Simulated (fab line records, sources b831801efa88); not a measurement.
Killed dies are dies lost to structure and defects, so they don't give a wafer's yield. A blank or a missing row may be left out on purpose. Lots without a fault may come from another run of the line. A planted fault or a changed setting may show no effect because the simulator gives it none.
Problem report in the 8D (eight disciplines) form, filled by code | flow sky130 | the parts of the form that need people (team, actions taken, sign-off) are left out

1. THE PROBLEM
NWELL_RS at SKY_NWELL_RS_MEAS_29 reads a mean of 603.0 ohm/sq on 6 wafers of 2 lots; wafers without a fault read 626.0 ohm/sq with a standard deviation of 1.4. That is -16 standard deviations from the usual mean.
The step: measures by four-point-probe.
First seen on wafer L388.1, day 6 15:03, on film_metro-01. The record holds 39 wafers of 13 lots with a number at this step. Rule for "out", or "out of limits": more than 4 standard deviations from the usual mean. The other wafers with a number count as sound.

2. WHAT IT IS AND WHAT IT IS NOT
question                    | is                     | is not
which readings at this step | NWELL_RS               | -
which lots                  | L388, L389             | L383, L384, L385, L391, L396, L397, L402, L403, L404, L405, L406
which wafers of those lots  | all that have a number | -
read on which gauges        | film_metro-01          | film_metro-02, film_metro-04
when                        | from day 6 15:03       | up to then (9 sound wafers); but 24 sound wafers of L391, L396, L397, L402, L403, L404, L405, L406 came after

3. SUSPECTS, AND WHAT RULES EACH OUT
Counting: a tool at a process step up to the reading stays a suspect if it ran every lot that is out and no sound lot after the first of them.
- the gauge at SKY_NWELL_RS_MEAS_29: ruled out. All the wafers that are out were read on film_metro-01, but those of them that SKY_NWELL_IMPLANT_11 has rows for are out there too, on other tools.
- implanter-03 at SKY_NWELL_IMPLANT_11: ruled out as a lasting fault. Sound lots L402, L403, L404, L406 ran on it after its first lot that is out, L388 (day 5 20:41).
Left after counting: nothing in the record.

4. THE CAUSE (what the simulator had put in)
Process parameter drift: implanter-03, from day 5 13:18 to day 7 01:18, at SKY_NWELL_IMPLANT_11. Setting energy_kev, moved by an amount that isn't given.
Counting ruled it out, wrongly: the rule takes a fault to strike every lot that its tool runs from its start on, and this one did not.

5. THE CHAIN OF EFFECTS, in route order
Each row: a reading whose mean over the struck wafers that have a number lies more than 3 standard deviations from the usual. Only readings for which the record gives a usual standard deviation are gone through. hours: the time from each lot's start at the first step in this table that gives one to its start at this step, as a median over the lots. sigmas: the change in usual standard deviations.
hours | step                 | reading         | usual        | on struck wafers | change | sigmas
0     | SKY_NWELL_IMPLANT_11 | beam_energy_keV | 400.02       | 470.44           | +70.42 | +99 or more
19    | SKY_NWELL_RS_MEAS_29 | NWELL_RS        | 626.0 ohm/sq | 603.0            | -23.0  | -16
The process steps in it:
- SKY_NWELL_IMPLANT_11
Later measuring or inspecting steps at which every struck wafer that the step has a row for has a number for every such reading, and none has moved that far: SKY_NWELL_RS_MEAS_31.

6. WHAT WOULD HAVE CAUGHT IT SOONER
In this record the first reading out of limits at a measuring or inspecting step was taken at day 6 15:03, 26 hours after the fault began at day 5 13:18.
The tool's own readings at SKY_NWELL_IMPLANT_11 were out on every struck wafer that the step has a row for (beam_energy_keV): an alarm limit on them would have fired on the first of those.
